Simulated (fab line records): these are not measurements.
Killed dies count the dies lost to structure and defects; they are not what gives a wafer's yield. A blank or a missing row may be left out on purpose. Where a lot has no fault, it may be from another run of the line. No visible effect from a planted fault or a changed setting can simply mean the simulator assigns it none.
The tool behind it: which one? + flow sky130 + 32 wafers from 11 lots sampled at 7 of the route's 708 steps

== WHAT EACH GAUGE READ, for each wafer ==
SKY_VIA1_BOW_MEAS_03. Usual: for VIA1_BOW the level is 79 um and the standard deviation is 7.4.
| lot  | measured     | on            | VIA1_BOW (um) | flag |
|------|--------------|---------------|---------------|------|
| L865 | day 33 09:32 | film-metro-04 | 87 78 88      |      |
| L864 | day 33 15:04 | film-metro-02 | 82 79 81      |      |
| L866 | day 34 10:37 | film-metro-02 | 67 80 81      |      |
| L869 | day 34 17:27 | film-metro-04 | 87 79 81      |      |
| L871 | day 37 05:19 | film-metro-03 | 79 61 78      |      |
| L875 | day 37 08:45 | film-metro-03 | 84 94 75      |      |
| L877 | day 37 08:53 | film-metro-04 | 72 79 67      |      |
| L881 | day 38 15:14 | film-metro-03 | 82 76         |      |
| L884 | day 38 20:34 | film-metro-02 | 73 85 80      |      |
| L886 | day 39 15:17 | film-metro-04 | 76 69 55      |      |
| L887 | day 39 19:17 | film-metro-02 | 77 75 76      |      |

SKY_VIA1_RS_MEAS_22: the measuring method here is four-point-probe. Usual: for VIA1_W_RS the level is 0.427 ohm/sq and the standard deviation is 0.006.
| lot  | measured     | on            | VIA1_W_RS (ohm/sq) | flag |
|------|--------------|---------------|--------------------|------|
| L865 | day 34 12:41 | film-metro-03 | 0.429 0.428 0.427  |      |
| L864 | day 34 18:32 | film-metro-04 | 0.424 0.424 0.420  |      |
| L866 | day 35 14:11 | film-metro-02 | 0.439 0.434 0.428  |      |
| L869 | day 35 19:46 | film-metro-03 | 0.426 0.426 0.425  |      |
| L871 | day 38 08:32 | film-metro-04 | 0.431 0.433 0.427  |      |
| L875 | day 38 11:23 | film-metro-04 | 0.419 0.429 0.423  |      |
| L877 | day 38 11:35 | film-metro-02 | 0.413 0.424 0.413  |      |
| L881 | day 39 17:07 | film-metro-02 | 0.347 0.354        | OFF  |
| L884 | day 39 21:37 | film-metro-03 | 0.340 0.346 0.349  | OFF  |
| L886 | day 40 16:53 | film-metro-04 | 0.423 0.425 0.425  |      |
| L887 | day 40 21:07 | film-metro-04 | 0.423 0.426 0.420  |      |

SKY_VIA1_THK_MEAS_23: measures by xrf. Usual: for VIA1_W_THK the level is 262 nm and the standard deviation is 3.8.
| lot  | measured     | on            | VIA1_W_THK (nm) | flag |
|------|--------------|---------------|-----------------|------|
| L865 | day 34 12:49 | film-metro-03 | 261 261 261     |      |
| L864 | day 34 18:39 | film-metro-04 | 264 265 268     |      |
| L866 | day 35 14:18 | film-metro-02 | 258 261 263     |      |
| L869 | day 35 19:52 | film-metro-03 | 263 261 263     |      |
| L871 | day 38 08:39 | film-metro-04 | 258 259 261     |      |
| L875 | day 38 11:29 | film-metro-04 | 267 261 264     |      |
| L877 | day 38 11:42 | film-metro-02 | 268 262 268     |      |
| L881 | day 39 17:13 | film-metro-02 | 319 313         | OFF  |
| L884 | day 39 21:43 | film-metro-03 | 326 320 320     | OFF  |
| L886 | day 40 16:58 | film-metro-04 | 266 264 265     |      |
| L887 | day 40 21:13 | film-metro-04 | 265 265 268     |      |

SKY_METAL2_THK_MEAS_06: measures by xrf. Usual: for METAL2_ALCU_THK the level is 251 nm and the standard deviation is 4.1.
| lot  | measured     | on            | METAL2_ALCU_THK (nm) | flag |
|------|--------------|---------------|----------------------|------|
| L865 | day 34 13:26 | film-metro-04 | 255 253 250          |      |
| L864 | day 34 19:16 | film-metro-02 | 250 255 250          |      |
| L866 | day 35 14:55 | film-metro-04 | 255 252 253          |      |
| L869 | day 35 20:29 | film-metro-01 | 252 247 254          |      |
| L871 | day 38 09:16 | film-metro-01 | 254 254 248          |      |
| L875 | day 38 12:07 | film-metro-02 | 251 253 253          |      |
| L877 | day 38 12:19 | film-metro-01 | 253 250 251          |      |
| L881 | day 39 17:50 | film-metro-02 | 250 250              |      |
| L884 | day 39 22:20 | film-metro-04 | 255 253 256          |      |
| L886 | day 40 17:35 | film-metro-01 | 249 243 250          |      |
| L887 | day 40 21:50 | film-metro-02 | 246 243 239          |      |

== WHICH TOOL RAN EACH LOT (tool, then ch and the chambers of the sampled wafers, then the start) ==
| lot  | SKY_VIA1_CVD_21               | SKY_VIA1_CMP_24               | SKY_METAL2_SPUTTER_04        |
|------|-------------------------------|-------------------------------|------------------------------|
| L865 | cvd-w-02 ch 0, day 34 12:36   | cmp-01 ch 0,1,2, day 34 12:55 | pvd-sputter-04, day 34 13:16 |
| L864 | cvd-w-01 ch 1, day 34 18:25   | cmp-01 ch 0,2,3, day 34 18:45 | pvd-sputter-01, day 34 19:05 |
| L866 | cvd-w-01 ch 0,1, day 35 14:05 | cmp-01 ch 2,3, day 35 14:22   | pvd-sputter-04, day 35 14:45 |
| L869 | cvd-w-01 ch 0, day 35 19:39   | cmp-01 ch 0,3, day 35 19:55   | pvd-sputter-04, day 35 20:19 |
| L871 | cvd-w-01 ch 0, day 38 08:25   | cmp-01 ch 0,1,2, day 38 08:45 | pvd-sputter-04, day 38 09:05 |
| L875 | cvd-w-02 ch 0,1, day 38 11:17 | cmp-02 ch 1,2,3, day 38 11:41 | pvd-sputter-04, day 38 11:56 |
| L877 | cvd-w-01 ch 0,1, day 38 11:29 | cmp-01 ch 2,3, day 38 11:46   | pvd-sputter-03, day 38 12:10 |
| L881 | cvd-w-01 ch 0,1, day 39 16:59 | cmp-01 ch 0,2, day 39 17:25   | pvd-sputter-04, day 39 17:40 |
| L884 | cvd-w-01 ch 0,1, day 39 21:31 | cmp-02 ch 0,3, day 39 21:45   | pvd-sputter-04, day 39 22:08 |
| L886 | cvd-w-02 ch 0,1, day 40 16:46 | cmp-01 ch 0,1,3, day 40 17:09 | pvd-sputter-01, day 40 17:24 |
| L887 | cvd-w-02 ch 0,1, day 40 20:57 | cmp-01 ch 0,3, day 40 21:19   | pvd-sputter-01, day 40 21:40 |
- SKY_VIA1_CVD_21: deposits W, target thk 270 nm, time 80.902 s.
- SKY_VIA1_CMP_24: polishes, stops on SiO2, t overpolish 15 s, target thk 0 nm.
- SKY_METAL2_SPUTTER_04: material TiN, target thk 70 nm, time 58.3 s.

== AS READ BY THE TOOLS THEMSELVES (means over the sampled wafers that have a number; for cases with no such wafer, the mark the record gives instead) ==
SKY_VIA1_CVD_21. Usual: chamber-pressure-Torr 40.01 Torr, standard deviation 0.085; heater-power-w 869 W, standard deviation 71.
| lot  | tool     | chamber-pressure-Torr (Torr) | heater-power-w (W) | flag |
|------|----------|------------------------------|--------------------|------|
| L865 | cvd-w-02 | 40.00                        | 884                |      |
| L864 | cvd-w-01 | 39.85                        | 977                |      |
| L866 | cvd-w-01 | 40.04                        | 838                |      |
| L869 | cvd-w-01 | 39.91                        | 786                |      |
| L871 | cvd-w-01 | 40.06                        | 786                |      |
| L875 | cvd-w-02 | 39.93                        | 881                |      |
| L877 | cvd-w-01 | 39.95                        | 894                |      |
| L881 | cvd-w-01 | 59.75                        | 855                | OFF  |
| L884 | cvd-w-01 | 59.82                        | 835                | OFF  |
| L886 | cvd-w-02 | 40.02                        | 889                |      |
| L887 | cvd-w-02 | 39.99                        | 851                |      |

SKY_VIA1_CMP_24. Usual: motor-current-A 10.7 A, standard deviation 0.83; time-to-endpoint-s 64 s, standard deviation 4.6.
| lot  | tool   | motor-current-A (A) | time-to-endpoint-s (s) | flag |
|------|--------|---------------------|------------------------|------|
| L865 | cmp-01 | 11.0                | 63                     |      |
| L864 | cmp-01 | 10.6                | 64                     |      |
| L866 | cmp-01 | 11.1                | 64                     |      |
| L869 | cmp-01 | 10.3                | 61                     |      |
| L871 | cmp-01 | 10.8                | 65                     |      |
| L875 | cmp-02 | 10.9                | 65                     |      |
| L877 | cmp-01 | 10.6                | 60                     |      |
| L881 | cmp-01 | 11.0                | 83                     | OFF  |
| L884 | cmp-02 | 9.5                 | 85                     | OFF  |
| L886 | cmp-01 | 10.5                | 61                     |      |
| L887 | cmp-01 | 10.5                | 65                     |      |

SKY_METAL2_SPUTTER_04. Usual: cathode-dc-power-W 6500.0 W, standard deviation 1.2; throttle-valve-pct 29.9 %, standard deviation 1.
| lot  | tool           | cathode-dc-power-W (W) | throttle-valve-pct (%) | flag |
|------|----------------|------------------------|------------------------|------|
| L865 | pvd-sputter-04 | 6499.6                 | 29.7                   |      |
| L864 | pvd-sputter-01 | 6500.2                 | 29.1                   |      |
| L866 | pvd-sputter-04 | 6500.2                 | 30.5                   |      |
| L869 | pvd-sputter-04 | 6500.1                 | 30.6                   |      |
| L871 | pvd-sputter-04 | 6500.6                 | 29.4                   |      |
| L875 | pvd-sputter-04 | 6501.3                 | 29.7                   |      |
| L877 | pvd-sputter-03 | 6498.8                 | 30.1                   |      |
| L881 | pvd-sputter-04 | 6500.9                 | 30.6                   |      |
| L884 | pvd-sputter-04 | 6499.2                 | 29.9                   |      |
| L886 | pvd-sputter-01 | 6500.4                 | 29.7                   |      |
| L887 | pvd-sputter-01 | 6500.4                 | 29.1                   |      |

== THE ANSWER, worked out from the rows above alone ==
Rule: lot off if the mean of its wafers having a number is beyond 3 standard deviations from the usual mean. Also off: a lot with no number at a reading for which 4 or more lots have one. All remaining lots with rows at the step are treated as sound. After the gauges, taken in route order, come the tools' own readings; for these a lot's mean is taken, as printed above. The first step at which some lot is off is used, and at that step the reading that is off furthest; a lot without a number counts as furthest.
Off: L881, L884, at SKY_VIA1_RS_MEAS_22 (VIA1_W_RS).
If a tool, at a process step before that reading, ran all the lots that are off and no sound lot after the first of them, it fits. The gauges at SKY_VIA1_RS_MEAS_22 aren't tried: what is off there is off at SKY_VIA1_CVD_21 too, on other tools, and a gauge's error can't cause that. One candidate fits, namely cvd-w-01 at SKY_VIA1_CVD_21. Its last sound lot is L877 (day 38 11:29), its first lot that is off L881 (day 39 16:59): a fault that began between those two fits.
The tool's own readings at SKY_VIA1_CVD_21 bear it out: on the lots that are off they differ by more than 5 times the standard deviation of the sound lots' means. chamber-pressure-Torr reads 59.78 Torr there against 39.97 Torr on the sound lots.

== WHAT THE SIMULATOR PUT IN ==
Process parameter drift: cvd-w-01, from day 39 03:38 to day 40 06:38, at SKY_VIA1_CVD_21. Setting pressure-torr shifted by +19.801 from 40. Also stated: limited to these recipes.
Shown lots that were struck: L881, L884. The same result came from the rule above.
